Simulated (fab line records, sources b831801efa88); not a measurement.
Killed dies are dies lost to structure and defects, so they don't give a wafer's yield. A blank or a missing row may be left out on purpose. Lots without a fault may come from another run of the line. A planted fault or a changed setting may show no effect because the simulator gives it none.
fab line records | flow sky130
record lots=6 wafers=18 last_day=50
route steps=708 shown GATE_OXIDE@201 POLY_GATE@204 RES_PROTECT@206 PAD_OPEN@708
lots that met no fault: from a run of the same line without faults
start_h: hours from the record's first day to the start of the lot's first wafer shown | wait_h: hours since the lot's step before | " the same as in the row above | L1.1+2: a row that stands for several wafers | - no value, or no start given | * or withheld: withheld | < > ~ a bound
route shown NAME@n: a module of which the file shows steps, and the number in the route of the first | usual: mean/standard deviation of fault-free wafers | same: alike in all rows | chamber/n: place in a boat | sites: the reading at each site | _std_site: their standard deviation | _edge_site: outer sites' mean less inner sites' | radius_mm: how far each site lies from the wafer's centre | mask NAME#n: copy n | behind: the tool/chamber that last shaped the wafer | hold: why the lot was held/for how many hours/how that ended | device: the transistor (n, p or np) that didn't switch | end of line: the same wafers' tests at the end of the route | a step without rows: its recipe alone | killed: dies lost to structure and defects at the first sort, not the wafer's yield | map: a wafer's dies, x killed, . not, _ none there
set.NAME: the setting as run; set.NAME@STEP: as run at that earlier step | model.NAME: the simulator's own value behind a step, which no gauge read
lots at some steps of the route; a table a step, a row a wafer
services: from which hour (start_h, from the record's first day; less than 0 if before it) a tool's chamber was out of use, for how many hours, and why
## steps
# step SKY_GATE_OXIDE_TW_MEAS_14
# usual GATE_OXIDE_TW=224.6/1.1
# columns lot.wafer tool chamber start_h wait_h GATE_OXIDE_TW
L832.1 film_metro-02 - 304.15 0.1 225.7
L832.3 " - " " 225.4
L832.6 " - " " 222.6
L836.1 film_metro-02 - 342.48 0.1 223.1
L836.2 " - " " 222.7
L836.4 " - " " 222.0
L837.2 film_metro-02 - 356.05 0.1 224.6
L837.5 " - " " 223.1
L837.6 " - " " 224.0
L844.2 film_metro-04 - 421.07 0.1 224.3
L844.4 " - " " 224.3
L844.6 " - " " 224.7
L852.1 film_metro-01 - 484.44 0.1 224.5
L852.2 " - " " 225.0
L852.5 " - " " 224.2
L854.1 film_metro-02 - 499.84 0.1 222.9
L854.5 " - " " 222.8
L854.6 " - " " 222.5
# step SKY_GATE_OXIDE_CLEAN_15
# recipe chemistry=SC1/SC2 mix=1:4:20 temp_c=70 time_s=150 dry=n2_spin
# step SKY_GATE_OXIDE_OXIDATION_16
# recipe temp_c=800 ambient=O2 idle_temp_c=700 ramp_up_c_per_min=10 ramp_down_c_per_min=3 stabilise_s=600 purge_s=300 target_thk_a=35.7 ox_time_s=1915
# step SKY_POLY_GATE_CVD_00
# recipe material=poly-Si target_thk_nm=180 temp_c=620 time_s=720 pressure_mtorr=200
# step SKY_POLY_GATE_THK_MEAS_01
# recipe reads=poly-Si_of_POLY_GATE_CVD_00
# usual POLY_GATE_CVD_00_THK=179.6/1.6
# columns lot.wafer tool chamber start_h wait_h POLY_GATE_CVD_00_THK[nm]
L832.1 film_metro-04 - 306.99 0.0 178.1
L832.3 " - " " 179.8
L832.6 " - " " 178.5
L836.1 film_metro-04 - 347.31 0.0 179.3
L836.2 " - " " 178.3
L836.4 " - " " 178.7
L837.2 film_metro-01 - 360.05 0.0 180.7
L837.5 " - " " 180.4
L837.6 " - " " 180.0
L844.2 film_metro-04 - 425.03 0.1 177.2
L844.4 " - " " 176.1
L844.6 " - " " 178.1
L852.1 film_metro-04 - 487.33 0.0 179.7
L852.2 " - " " 180.6
L852.5 " - " " 178.4
L854.1 film_metro-03 - 502.73 0.0 176.4
L854.5 " - " " 178.1
L854.6 " - " " 175.5
# step SKY_RES_PROTECT_DEHYDRATE_00
# recipe temp_c=200 time_s=60
# step SKY_RES_PROTECT_HMDS_01
# recipe prime_time_s=60 prime_temp_c=120
# step SKY_RES_PROTECT_COAT_02
# recipe resist=NOVOLAK spin_rpm=3000 resist_thk_nm=1140
# step SKY_RES_PROTECT_SOFTBAKE_03
# recipe temp_c=90 time_s=60 resist=NOVOLAK
# step SKY_RES_PROTECT_EXPOSE_04
# recipe mask_id=RPM na=0.6 source_shape=conventional sigma_outer=0.6 polarization=unpolarized target_cd_nm=1270 dose_mj=131
# step SKY_RES_PROTECT_PEB_05
# recipe temp_c=withheld time_s=* resist=NOVOLAK
# step SKY_RES_PROTECT_DEVELOP_06
# recipe resist=NOVOLAK developer=TMAH develop_time_s=60 dev_temp_c=23
# step SKY_POLY_GATE_IMPLANT_02
# recipe species=P energy_kev=30 dose_cm2=7.7e+15 tilt_deg=0
# usual beam_on_s=34.8/0.76 end_station_pressure_torr=1.1e-05/5.6e-07 faraday_current_uA=12182/260
# columns lot.wafer tool chamber start_h wait_h beam_on_s end_station_pressure_torr faraday_current_uA
L832.1 implanter-02 0 333.30 0.1 35.0 1.01e-05 12117
L832.3 " 0 " " 34.1 1.19e-05 12433
L832.6 " 0 " " 34.9 1.03e-05 12135
L836.1 implanter-04 0 375.05 0.1 38.3 3.69e-05 10913
L836.2 " 0 " " 37.3 3.83e-05 11176
L836.4 " 0 " " 36.8 3.84e-05 11385
L837.2 implanter-04 0 388.17 0.1 37.9 3.88e-05 11084
L837.5 " 0 " " 36.9 3.78e-05 11338
L837.6 " 0 " " 39.0 3.62e-05 10737
L844.2 implanter-02 0 456.17 0.1 34.9 1.11e-05 12078
L844.4 " 0 " " 35.1 1.05e-05 12064
L844.6 " 0 " " 34.1 1.03e-05 12356
L852.1 implanter-04 0 517.65 0.1 33.6 1.06e-05 12627
L852.2 " 0 " " 35.1 1.15e-05 12110
L852.5 " 0 " " 32.7 1.1e-05 12881
L854.1 implanter-04 0 533.20 0.1 35.6 1.14e-05 11931
L854.5 " 0 " " 34.3 1.07e-05 12397
L854.6 " 0 " " 36.6 1.07e-05 11517
# step SKY_RES_PROTECT_STRIP_07
# recipe chemistry=O2/N2 power_w=1400 pressure_mtorr=1500 platen_temp_c=withheld o2_flow_sccm=3000 n2_flow_sccm=300 overash_fraction=0.5
# usual drypump_motor_current_A=6.2/0.34 oes_product_au=0.517/0.0046 strip_time_to_endpoint_s=23.29/0.042
# columns lot.wafer tool chamber start_h wait_h drypump_motor_current_A oes_product_au rf_hours_counter_h strip_time_to_endpoint_s
L832.1 plasma_asher-04 0 333.45 0.1 6.9 0.515 67 23.29
L832.3 " 1 " " 5.8 0.517 - 23.33
L832.6 " 1 " " 5.8 0.513 - 23.32
L836.1 plasma_asher-02 1 375.20 0.1 6.1 0.508 53 23.60
L836.2 " 0 " " 6.4 0.514 53 23.55
L836.4 " 0 " " 6.4 0.516 - 23.57
L837.2 plasma_asher-04 1 388.30 0.1 5.8 0.512 72 23.56
L837.5 " 1 " " 5.8 0.509 - 23.56
L837.6 " 0 " " 6.8 0.517 - 23.54
L844.2 plasma_asher-03 0 456.30 0.1 6.1 0.514 78 23.34
L844.4 " 0 " " 6.1 0.516 - 23.34
L844.6 " 0 " " 6.1 0.520 - 23.32
L852.1 plasma_asher-04 0 517.80 0.1 6.9 0.514 9 23.28
L852.2 " 1 " " 5.8 0.516 9 23.24
L852.5 " 0 " " 6.9 0.513 - 23.27
L854.1 plasma_asher-04 0 533.35 0.1 6.8 0.514 10 23.26
L854.5 " 1 " " 5.8 0.518 - 23.28
L854.6 " 0 " " 6.8 0.516 - 23.29
# step SKY_RES_PROTECT_TW_MEAS_08
# usual POLY_GATE_TW=4039/22
# columns lot.wafer tool chamber start_h wait_h POLY_GATE_TW
L832.1 film_metro-02 - 333.55 0.1 4058
L832.3 " - " " 4057
L832.6 " - " " 4059
L836.1 film_metro-01 - 375.30 0.1 4102
L836.2 " - " " 4101
L836.4 " - " " 4116
L837.2 film_metro-02 - 388.41 0.1 4039
L837.5 " - " " 4031
L837.6 " - " " 4036
L844.2 film_metro-01 - 456.41 0.1 4039
L844.4 " - " " 4026
L844.6 " - " " 4023
L852.1 film_metro-03 - 517.90 0.1 4035
L852.2 " - " " 4044
L852.5 " - " " 4050
L854.1 film_metro-03 - 533.45 0.1 4035
L854.5 " - " " 4069
L854.6 " - " " 4053
# step SKY_PAD_OPEN_PROBE_99
# usual killed_at_M0_to_M3=43/6.7 killed_at_M4_up=3.2/1.8 killed_at_contacts=25/5.2 killed_at_front_end=15/4.4 killed_at_other=0.2/0.4 killed_dies=87/9.3 killed_open=48/7.1 killed_short=39/6
# same gross_dies=492 killed_at_back_side=0
# columns lot.wafer tool chamber start_h wait_h killed_at_M0_to_M3 killed_at_M4_up killed_at_contacts killed_at_front_end killed_at_other killed_dies killed_open killed_short model.etest.res_poly.line_ohm_um model.etest.licon_poly.rc_ohm model.etest.res_poly.rs_ohm_sq
L832.1 prober-01 - 1078.25 0.1 43 3 21 23 1 91 47 44 542.2 144.5 48.3
L832.3 prober-01 - 1078.35 0.2 28 2 28 18 0 76 48 28 518.8 148.4 48.2
L832.6 prober-01 - 1078.50 0.2 48 0 26 16 0 90 54 36 518.3 148.7 48.02
L836.1 prober-01 - 1101.16 0.1 49 2 35 17 0 103 57 46 489.2 144.2 46.42
L836.2 prober-01 - 1101.21 0.1 42 10 20 15 1 88 50 38 498.1 144.8 46.67
L836.4 prober-01 - 1101.31 0.2 46 2 32 20 0 100 58 42 483.8 144.4 46.91
L837.2 prober-02 - 1119.04 0.1 44 3 22 12 0 81 43 38 473.5 141.1 45.69
L837.5 prober-02 - 1119.19 0.2 44 3 21 11 0 79 38 41 468.9 143 45.66
L837.6 prober-02 - 1119.24 0.2 38 4 17 10 0 69 44 25 482.8 138.8 45.48
L844.2 prober-02 - 1155.41 0.1 54 1 30 13 0 98 58 40 511.6 146.9 48.61
L844.4 prober-02 - 1155.51 0.2 46 4 17 15 0 82 36 46 506.7 149.7 48.75
L844.6 prober-02 - 1155.61 0.2 42 1 22 18 0 83 41 42 513.2 151.1 48.26
L852.1 prober-01 - 1188.72 0.1 51 4 38 12 0 105 51 54 500.1 145.8 47.41
L852.2 prober-01 - 1188.77 0.1 48 4 29 23 1 105 48 57 510.4 153.7 47.44
L852.5 prober-01 - 1188.92 0.2 47 7 22 15 0 91 55 36 512 155.6 48.63
L854.1 prober-01 - 1199.92 0.1 45 5 16 13 0 79 31 48 499.3 154.6 48.83
L854.5 prober-01 - 1200.12 0.2 30 5 25 10 1 71 43 28 518.2 152.9 49.15
L854.6 prober-01 - 1200.17 0.2 47 4 23 12 0 86 50 36 523.5 148.6 49.35
# killed by level:class
L832.1 VIA1:geometric_particle:open=9 VIA2:geometric_particle:open=7 POLY_GATE:geometric_particle:open=7 POLY_GATE:geometric_particle:short=7 METAL2:geometric_particle:short=7 LI_CONTACT:geometric_particle:open=6 CONTACT:geometric_particle:open=6 FIELD_ISO:geometric_particle:open=5
L832.3 LI_CONTACT:geometric_particle:open=10 CONTACT:geometric_particle:open=10 VIA1:geometric_particle:open=7 FIELD_ISO:geometric_particle:open=6 VIA2:geometric_particle:open=6 VIA3:geometric_particle:open=5 FIELD_ISO:geometric_particle:short=4 CONTACT:geometric_particle:short=4
L832.6 VIA1:geometric_particle:open=13 CONTACT:geometric_particle:open=10 VIA3:geometric_particle:open=7 FIELD_ISO:geometric_particle:open=6 LOCAL_INTERCONNECT:geometric_particle:short=6 FIELD_ISO:geometric_particle:short=5 LI_CONTACT:geometric_particle:open=5 VIA1:geometric_particle:short=5
L836.1 CONTACT:geometric_particle:open=15 VIA1:geometric_particle:open=10 VIA2:geometric_particle:open=8 VIA3:geometric_particle:open=8 CONTACT:geometric_particle:short=6 METAL2:geometric_particle:short=6 FIELD_ISO:geometric_particle:short=5 LI_CONTACT:geometric_particle:open=5
L836.2 CONTACT:geometric_particle:open=11 VIA1:geometric_particle:open=8 METAL4:geometric_particle:short=8 VIA1:geometric_particle:short=6 VIA3:geometric_particle:open=6 METAL1:geometric_particle:short=6 METAL2:geometric_particle:short=5 FIELD_ISO:geometric_particle:open=4
L836.4 CONTACT:geometric_particle:open=13 LI_CONTACT:geometric_particle:open=10 FIELD_ISO:geometric_particle:short=9 VIA1:geometric_particle:open=9 VIA3:geometric_particle:open=7 VIA2:geometric_particle:open=7 FIELD_ISO:geometric_particle:open=6 METAL3:geometric_particle:short=5
L837.2 VIA3:geometric_particle:open=9 VIA1:geometric_particle:open=9 LI_CONTACT:geometric_particle:open=6 VIA2:geometric_particle:open=6 POLY_GATE:geometric_particle:short=5 CONTACT:geometric_particle:open=5 METAL2:geometric_particle:short=5 CONTACT:geometric_particle:short=4
L837.5 VIA1:geometric_particle:open=11 CONTACT:geometric_particle:open=10 METAL3:geometric_particle:short=9 VIA3:geometric_particle:short=5 CONTACT:geometric_particle:short=4 METAL2:geometric_particle:short=4 VIA2:geometric_particle:short=4 POLY_GATE:geometric_particle:open=3
L837.6 VIA1:geometric_particle:open=14 CONTACT:geometric_particle:open=6 VIA2:geometric_particle:open=6 VIA3:geometric_particle:open=5 LI_CONTACT:geometric_particle:open=4 CONTACT:geometric_particle:short=4 METAL1:geometric_particle:short=4 SPACER:geometric_particle:open=3
L844.2 CONTACT:geometric_particle:open=16 VIA1:geometric_particle:open=12 VIA2:geometric_particle:open=9 VIA1:geometric_particle:short=7 VIA3:geometric_particle:open=7 METAL2:geometric_particle:short=6 METAL1:geometric_particle:short=5 POLY_GATE:geometric_particle:open=4
L844.4 METAL1:geometric_particle:short=11 VIA1:geometric_particle:open=9 CONTACT:geometric_particle:short=7 METAL2:geometric_particle:short=7 POLY_GATE:geometric_particle:open=6 LOCAL_INTERCONNECT:geometric_particle:short=5 VIA3:geometric_particle:open=5 VIA1:geometric_particle:short=4
L844.6 VIA1:geometric_particle:open=12 CONTACT:geometric_particle:open=9 VIA1:geometric_particle:short=9 FIELD_ISO:geometric_particle:short=6 METAL2:geometric_particle:short=6 FIELD_ISO:geometric_particle:open=4 POLY_GATE:geometric_particle:short=4 LI_CONTACT:geometric_particle:open=4
L852.1 VIA1:geometric_particle:open=14 CONTACT:geometric_particle:open=13 CONTACT:geometric_particle:short=8 METAL1:geometric_particle:short=8 LI_CONTACT:geometric_particle:open=7 LOCAL_INTERCONNECT:geometric_particle:short=7 FIELD_ISO:geometric_particle:short=6 VIA3:geometric_particle:short=6
L852.2 VIA1:geometric_particle:open=10 FIELD_ISO:geometric_particle:short=9 CONTACT:geometric_particle:open=8 CONTACT:geometric_particle:short=8 VIA3:geometric_particle:open=7 LOCAL_INTERCONNECT:geometric_particle:short=7 VIA1:geometric_particle:short=6 VIA2:geometric_particle:open=6
L852.5 VIA1:geometric_particle:open=12 CONTACT:geometric_particle:open=10 VIA2:geometric_particle:open=8 FIELD_ISO:geometric_particle:open=7 METAL1:geometric_particle:short=7 METAL2:geometric_particle:short=5 VIA3:geometric_particle:open=5 LI_CONTACT:geometric_particle:open=4
L854.1 VIA1:geometric_particle:open=10 METAL1:geometric_particle:short=7 METAL2:geometric_particle:short=5 CONTACT:geometric_particle:open=5 VIA1:geometric_particle:short=5 METAL4:geometric_particle:short=5 POLY_GATE:geometric_particle:short=4 LOCAL_INTERCONNECT:geometric_particle:short=4
L854.5 CONTACT:geometric_particle:open=10 VIA3:geometric_particle:open=8 VIA1:geometric_particle:open=7 LI_CONTACT:geometric_particle:open=6 CONTACT:geometric_particle:short=5 POLY_GATE:geometric_particle:short=4 VIA1:geometric_particle:short=4 VIA2:geometric_particle:open=4
L854.6 VIA1:geometric_particle:open=18 VIA1:geometric_particle:short=7 LI_CONTACT:geometric_particle:open=7 LOCAL_INTERCONNECT:geometric_particle:short=7 VIA3:geometric_particle:open=6 CONTACT:geometric_particle:open=6 VIA2:geometric_particle:open=5 METAL1:geometric_particle:short=4
## services
# columns tool chamber start_h hours kind
plasma_asher-04 - 317.28 3.5 repair
implanter-04 - 371.76 2.8 repair
implanter-02 - 384.00 1.2 repair
plasma_asher-02 - 398.54 0.4 repair
plasma_asher-04 - 399.44 9.5 pm
implanter-04 - 399.49 2.7 repair
implanter-04 - 413.85 6.4 repair
plasma_asher-04 - 421.25 9.0 pm
plasma_asher-04 0 421.25 9.0 vent_cycle
plasma_asher-04 1 421.25 9.0 vent_cycle
plasma_asher-04 - 425.74 2.7 repair
plasma_asher-04 0 430.25 - clean
plasma_asher-04 1 430.25 - clean
plasma_asher-02 - 503.19 5.4 repair
## key
first_sign step=SKY_POLY_GATE_IMPLANT_02 reading=end_station_pressure_torr direction=up sigmas=48 usual=1.1e-05 struck=3.77e-05
effect step=SKY_POLY_GATE_IMPLANT_02 reading=faraday_current_uA direction=down sigmas=4.1 usual=12182 struck=11105
effect step=SKY_RES_PROTECT_STRIP_07 reading=strip_time_to_endpoint_s direction=up sigmas=6.5 usual=* struck=*
model_effect step=SKY_PAD_OPEN_PROBE_99 value=etest.res_poly.line_ohm_um without=507.4 struck=482.7
met_at SKY_POLY_GATE_IMPLANT_02
struck_wafers L836.1,L836.2,L836.4,L837.2,L837.5,L837.6
tester_left_out L836,L837
fault kind=process_parameter_drift tool=implanter-04 chamber=- onset_h=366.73 steps=SKY_POLY_GATE_IMPLANT_02 channel=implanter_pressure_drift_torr offset=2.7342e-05 shape=step end_h=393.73
fault kind=process_parameter_drift tool=implanter-04 chamber=- onset_h=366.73 steps=SKY_POLY_GATE_IMPLANT_02 channel=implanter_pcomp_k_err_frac offset=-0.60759 shape=step end_h=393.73
# tester_left_out: of these lots the tester's yield and bins aren't shown, on N5 and GAA mostly nor the transistor test; their killed dies are dies lost to structure and defects alone, not to doping, threshold or leakage, so they don't give the yield
